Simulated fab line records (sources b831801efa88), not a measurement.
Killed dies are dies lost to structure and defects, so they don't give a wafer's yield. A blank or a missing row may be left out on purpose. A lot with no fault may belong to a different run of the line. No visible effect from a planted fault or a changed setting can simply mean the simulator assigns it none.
Code-filled problem report in 8D (eight disciplines) form / flow sfq-line / the parts of the form that need people (team, actions taken, sign-off) are left out

## 1. WHAT WENT WRONG
At SFQ_TRILAYER_R5_LITHO_EXPOSE_137, exposure-dose-mJ-cm2 averages 15.018 over 12 wafers from 4 lots, while fault-free wafers read 14.400, standard deviation 0.015. Measured from the usual mean, that is +41 standard deviations.
The step: exposes mask R5, target cd 500 nm.
Earliest sighting: wafer L659.2 on krf-scanner-02 at day 65 01:37. At this step, 42 wafers from 14 lots have a number in the record. By rule, "out" or "out of limits" means more than 4 standard deviations away from the usual mean. The rest of the wafers with a number are treated as sound.

## 2. WHAT IT IS, AND WHAT IT ISN'T
question=which readings at this step; is=exposure-dose-mJ-cm2; is not=-
question=which lots; is=L659, L660, L661, L662; is not=L646, L647, L648, L649, L650, L651, L652, L653, L654, L657
question=which wafers of those lots; is=all that have a number; is not=-
question=read on which tools; is=krf-scanner-02; is not=-
question=when; is=from day 65 01:37; is not=up to then (30 sound wafers)

## 3. SUSPECTS, AND WHAT RULES EACH OUT
Counting: a tool stays on the suspect list if, at a process step up to the reading, it processed all lots that are out and no sound lot following the first of them.
- krf-scanner-02 at SFQ_TRILAYER_R5_LITHO_EXPOSE_137 (exposes mask R5, target cd 500 nm): kept. It ran every lot that is out, first L659 (day 65 01:37), and no sound lot after that; its last sound lot up to then is L657 (day 63 18:25). Out on those wafers are its own readings of exposure-dose-mJ-cm2.
The count leaves krf-scanner-02 at SFQ_TRILAYER_R5_LITHO_EXPOSE_137.

## 4. THE CAUSE (what the simulator had put in)
Process parameter drift: krf-scanner-02, from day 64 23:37 on, at SFQ_TRILAYER_R5_LITHO_EXPOSE_137. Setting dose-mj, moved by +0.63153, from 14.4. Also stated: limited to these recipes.
The count eliminated every tool but this one.

## 5. SEQUENCE OF EFFECTS, ordered by route
Each row: a reading where the mean over the struck wafers with a number is more than 3 standard deviations away from the usual. Only readings whose record carries a usual standard deviation are examined. hours: median over the lots of the time between each lot's start at the first step of this table that gives one and its start at this step. sigmas: the change, counted in usual standard deviations.
hours=0; step=SFQ_TRILAYER_R5_LITHO_EXPOSE_137; reading=exposure-dose-mJ-cm2; usual=14.400; on struck wafers=15.018; change=+0.618; sigmas=+41
It contains these process steps:
- SFQ_TRILAYER_R5_LITHO_EXPOSE_137: exposes mask R5, target cd 500 nm.
Later steps that measure or inspect, where all struck wafers having a row at the step show a number for every such reading and not one has moved that far: SFQ_M6_OVL_MEAS_940.

## 6. HOW IT WOULD HAVE BEEN CAUGHT EARLIER
2 hours passed between the start of the fault at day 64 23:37 and the first reading out of limits in this record, taken at day 65 01:37.
